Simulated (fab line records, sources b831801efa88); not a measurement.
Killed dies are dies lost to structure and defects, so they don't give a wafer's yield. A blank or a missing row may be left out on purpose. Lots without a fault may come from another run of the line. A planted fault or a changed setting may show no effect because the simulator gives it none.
Problem report in the 8D (eight disciplines) form, filled by code | flow gf180mcu | the parts of the form that need people (team, actions taken, sign-off) are left out

1. THE PROBLEM
rf_fwd_power_W at GF_M3_METAL_ETCH_16 reads a mean of 927.9 W on 2 wafers of 2 lots; wafers without a fault read 796.4 W with a standard deviation of 2.7. That is +49 standard deviations from the usual mean.
The step: etches the open film in Cl2/BCl3, stops on SiO2, target depth 750.8 nm, time 125.1 s.
First seen on wafer L605.3, day 24 09:35, on rie_metal-01. The record holds 33 wafers of 11 lots with a number at this step. Rule for "out", or "out of limits": more than 4 standard deviations from the usual mean. The other wafers with a number count as sound.

2. WHAT IT IS AND WHAT IT IS NOT
question                    | is                | is not
which readings at this step | rf_fwd_power_W    | chamber_pressure_mTorr, drypump_motor_current_A, throttle_valve_pct
which lots                  | L605, L607        | L597, L598, L611, L612, L613, L614, L616, L617, L619
which wafers of those lots  | L605.3, L607.1    | L605.1, L605.4, L607.2, L607.3
read on which tools         | rie_metal-01      | rie_metal-02, rie_metal-04
when                        | from day 24 09:35 | up to then (8 sound wafers); but 23 sound wafers of L607, L611, L612, L613, L614, L616, L617, L619 came after

3. SUSPECTS, AND WHAT RULES EACH OUT
Counting: a tool at a process step up to the reading stays a suspect if it ran every lot that is out. Sound lots after the first of them don't rule it out here, since some wafers of a struck lot are sound.
- rie_metal-01 at GF_M3_METAL_ETCH_16 (etches the open film in Cl2/BCl3, stops on SiO2, target depth 750.8 nm, time 125.1 s): kept. It ran every lot that is out, first L605 (day 24 09:35); its last sound lot up to then is L598 (day 21 21:11). Its own readings are out on those wafers: rf_fwd_power_W.
- Within rie_metal-01 at GF_M3_METAL_ETCH_16: the wafers that are out ran in chamber 0; their sound lot-mates ran in chamber 1.
Left after counting: rie_metal-01 at GF_M3_METAL_ETCH_16.

4. THE CAUSE (what the simulator had put in)
Process parameter drift: rie_metal-01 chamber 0, from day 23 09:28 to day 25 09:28, at GF_M3_METAL_ETCH_16. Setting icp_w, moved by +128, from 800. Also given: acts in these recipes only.
Counting left only this tool.

5. THE CHAIN OF EFFECTS, in route order
Each row: a reading whose mean over the struck wafers that have a number lies more than 3 standard deviations from the usual. Only readings for which the record gives a usual standard deviation are gone through. hours: the time from each lot's start at the first step in this table that gives one to its start at this step, as a median over the lots. sigmas: the change in usual standard deviations.
hours | step                | reading                  | usual      | on struck wafers | change | sigmas
0     | GF_M3_METAL_ETCH_16 | rf_fwd_power_W           | 796.4 W    | 927.9            | +131.5 | +49
0     | GF_M3_STRIP_17      | oes_product_au           | 0.539 a.u. | 0.520            | -0.019 | -3.8
0     | GF_M3_STRIP_17      | strip_time_to_endpoint_s | 7.42 s     | 7.03             | -0.39  | -9.2
The process steps in it:
- GF_M3_METAL_ETCH_16: etches the open film in Cl2/BCl3, stops on SiO2, target depth 750.8 nm, time 125.1 s.
- GF_M3_STRIP_17: strips in O2/N2.
Later measuring or inspecting steps at which every struck wafer that the step has a row for has a number for every such reading, and none has moved that far: GF_V3_THK_MEAS_01.

6. WHAT WOULD HAVE CAUGHT IT SOONER
In this record the first reading out of limits was taken at day 24 09:35, 24 hours after the fault began at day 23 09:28.
